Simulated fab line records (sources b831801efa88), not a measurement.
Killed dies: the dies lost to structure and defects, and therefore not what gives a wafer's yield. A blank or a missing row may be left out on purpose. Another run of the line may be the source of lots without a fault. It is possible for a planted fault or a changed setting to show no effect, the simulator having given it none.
Chamber matching / flow sky130 / SKY_CONTACT_CMP_04 on cmp-01: 4 sister chambers
The step polishes SiO2. 18 wafers are shown with their chamber, then 8 later ones without.

== WAFERS, EACH WITH ITS CHAMBER ==
wafer=L685.1; chamber=0; motor-current-A (A)=14.1; time-to-endpoint-s (s)=87
wafer=L685.3; chamber=2; motor-current-A (A)=10.9; time-to-endpoint-s (s)=83
wafer=L685.6; chamber=0; motor-current-A (A)=14.1; time-to-endpoint-s (s)=91
wafer=L692.4; chamber=3; motor-current-A (A)=15.5; time-to-endpoint-s (s)=80
wafer=L692.5; chamber=2; motor-current-A (A)=11.6; time-to-endpoint-s (s)=87
wafer=L692.6; chamber=1; motor-current-A (A)=11.9; time-to-endpoint-s (s)=77
wafer=L693.2; chamber=3; motor-current-A (A)=16.4; time-to-endpoint-s (s)=73
wafer=L693.4; chamber=1; motor-current-A (A)=11.2; time-to-endpoint-s (s)=78
wafer=L693.6; chamber=3; motor-current-A (A)=15.1; time-to-endpoint-s (s)=79
wafer=L695.1; chamber=1; motor-current-A (A)=11.4; time-to-endpoint-s (s)=85
wafer=L695.5; chamber=1; motor-current-A (A)=12.1; time-to-endpoint-s (s)=84
wafer=L695.6; chamber=0; motor-current-A (A)=13.6; time-to-endpoint-s (s)=79
wafer=L696.1; chamber=2; motor-current-A (A)=11.5; time-to-endpoint-s (s)=85
wafer=L696.5; chamber=0; motor-current-A (A)=13.8; time-to-endpoint-s (s)=78
wafer=L702.1; chamber=0; motor-current-A (A)=14.3; time-to-endpoint-s (s)=83
wafer=L702.4; chamber=1; motor-current-A (A)=11.8; time-to-endpoint-s (s)=81
wafer=L702.5; chamber=3; motor-current-A (A)=14.9; time-to-endpoint-s (s)=80
wafer=L704.2; chamber=1; motor-current-A (A)=11.5; time-to-endpoint-s (s)=88

SIGNATURES (averages over the wafers above)
reading=motor-current-A; chamber 0=13.980; chamber 1=11.650; chamber 2=11.333; chamber 3=15.475; scatter within a chamber=0.422
reading=time-to-endpoint-s; chamber 0=83.60; chamber 1=82.17; chamber 2=85.00; chamber 3=78.00; scatter within a chamber=4.24
Rule: for each reading, subtract the chamber's mean from the wafer's reading, divide by that reading's scatter and square the result; add these up over the readings and take the root, which gives the wafer's distance from the chamber. If the next closest chamber is less than 2 further off than the closest, the wafer can't be placed; otherwise it belongs to the closest. The scatter: the root of (the sum of the squares of (reading less its chamber's mean) over the shown wafers, divided by (wafers less chambers)).

== WAFERS MISSING THEIR CHAMBER ==
wafer=L704.4; motor-current-A (A)=15.4; time-to-endpoint-s (s)=83
wafer=L704.6; motor-current-A (A)=13.6; time-to-endpoint-s (s)=90
wafer=L706.1; motor-current-A (A)=14.3; time-to-endpoint-s (s)=88
wafer=L706.4; motor-current-A (A)=11.7; time-to-endpoint-s (s)=84
wafer=L706.5; motor-current-A (A)=15.8; time-to-endpoint-s (s)=88
wafer=L707.1; motor-current-A (A)=15.5; time-to-endpoint-s (s)=83
wafer=L707.3; motor-current-A (A)=11.9; time-to-endpoint-s (s)=84
wafer=L707.6; motor-current-A (A)=13.2; time-to-endpoint-s (s)=87

== THE CHAMBER EACH PASSED THROUGH ==
wafer=L704.4; from the rows above=3; in truth=3
wafer=L704.6; from the rows above=0; in truth=0
wafer=L706.1; from the rows above=0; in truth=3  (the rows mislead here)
wafer=L706.4; from the rows above=can't be placed: 1 or 2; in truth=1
wafer=L706.5; from the rows above=can't be placed: 3 or 0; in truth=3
wafer=L707.1; from the rows above=3; in truth=3
wafer=L707.3; from the rows above=can't be placed: 1 or 2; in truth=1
wafer=L707.6; from the rows above=can't be placed: 0 or 1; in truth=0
Placed correctly: 3 of 8. Unplaceable from these rows: 4, with the true chamber sitting among the candidates in 4. Placed wrongly: 1.
